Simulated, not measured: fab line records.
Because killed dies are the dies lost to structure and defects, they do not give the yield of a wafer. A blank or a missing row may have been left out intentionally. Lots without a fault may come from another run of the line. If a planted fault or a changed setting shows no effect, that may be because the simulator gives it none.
Problem report, 8D (eight disciplines) form, completed by code -- flow sky130 -- the parts of the form that need people (team, actions taken, sign-off) are left out

## 1. THE PROBLEM
Mean of exposure_dose_mJ_cm2 at SKY_VIA4_EXPOSE_08: 129.74 across 9 wafers in 3 lots; on wafers with no fault it is 131.98 (standard deviation 0.13). That puts it -17 standard deviations away from the usual mean.
The step: exposes mask VIM4, target cd 800 nm.
Earliest sighting: wafer L106.1 on iline_stepper-02 at day 48 16:13. At this step, 21 wafers from 7 lots have a number in the record. Rule for "out", or "out of limits": more than 4 standard deviations from the usual mean. The rest of the wafers with a number are treated as sound.

## 2. WHAT IT IS, AND WHAT IT ISN'T
question,is,is not
which readings at this step,exposure_dose_mJ_cm2,focus_offset_nm
which lots,"L106, L111, L113","L104, L117, L995, L998"
which wafers of those lots,all that have a number,-
read on which tools,iline_stepper-02,iline_stepper-01
when,from day 48 16:13,up to then (9 sound wafers); but 3 sound wafers of L117 came after

## 3. WHAT RULES OUT EACH SUSPECT
Counting: any tool at a process step up to the reading is kept as a suspect provided that every lot that is out went through it and no sound lot did after the first of them.
- cmp-02 at SKY_VIA4_CMP_02 (polishes SiO2): kept. It processed each lot that is out, first L106 at day 48 05:16, and no sound lot thereafter; up to then, the last sound lot it processed was L104 at day 43 23:34.
- iline_stepper-02 at SKY_VIA4_EXPOSE_08 (exposes mask VIM4, target cd 800 nm): kept. It processed each lot that is out, first L106 at day 48 16:13, and no sound lot thereafter; up to then, the last sound lot it processed was L104 at day 44 11:50. Out on those wafers are its own readings of exposure_dose_mJ_cm2.
What counting leaves: cmp-02 at SKY_VIA4_CMP_02 and iline_stepper-02 at SKY_VIA4_EXPOSE_08.

## 4. THE CAUSE (what the simulator had put in)
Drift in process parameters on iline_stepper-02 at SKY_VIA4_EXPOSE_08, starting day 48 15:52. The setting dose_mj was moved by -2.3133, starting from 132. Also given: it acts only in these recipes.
Of the 2 suspects that counting leaves, this tool is one.

## 5. THE EFFECT CHAIN, in route order
Each row: a reading whose mean over the struck wafers that have a number lies more than 3 standard deviations from the usual. Only readings for which the record gives a usual standard deviation are gone through. hours: the time from each lot's start at the first step in this table that gives one to its start at this step, as a median over the lots. sigmas: the change in usual standard deviations.
hours,step,reading,usual,on struck wafers,change,sigmas
0,SKY_VIA4_EXPOSE_08,exposure_dose_mJ_cm2,131.98,129.74,-2.24,-17
The process steps in it:
- SKY_VIA4_EXPOSE_08: exposes mask VIM4, target cd 800 nm.
At these later measuring or inspecting steps, every struck wafer for which the step has a row has a number for every such reading, and none has moved that far: SKY_VIA4_OVL_MEAS_11.

## 6. WHAT WOULD HAVE CAUGHT IT SOONER
0 hours passed between the start of the fault at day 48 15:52 and the first reading out of limits in this record, taken at day 48 16:13.
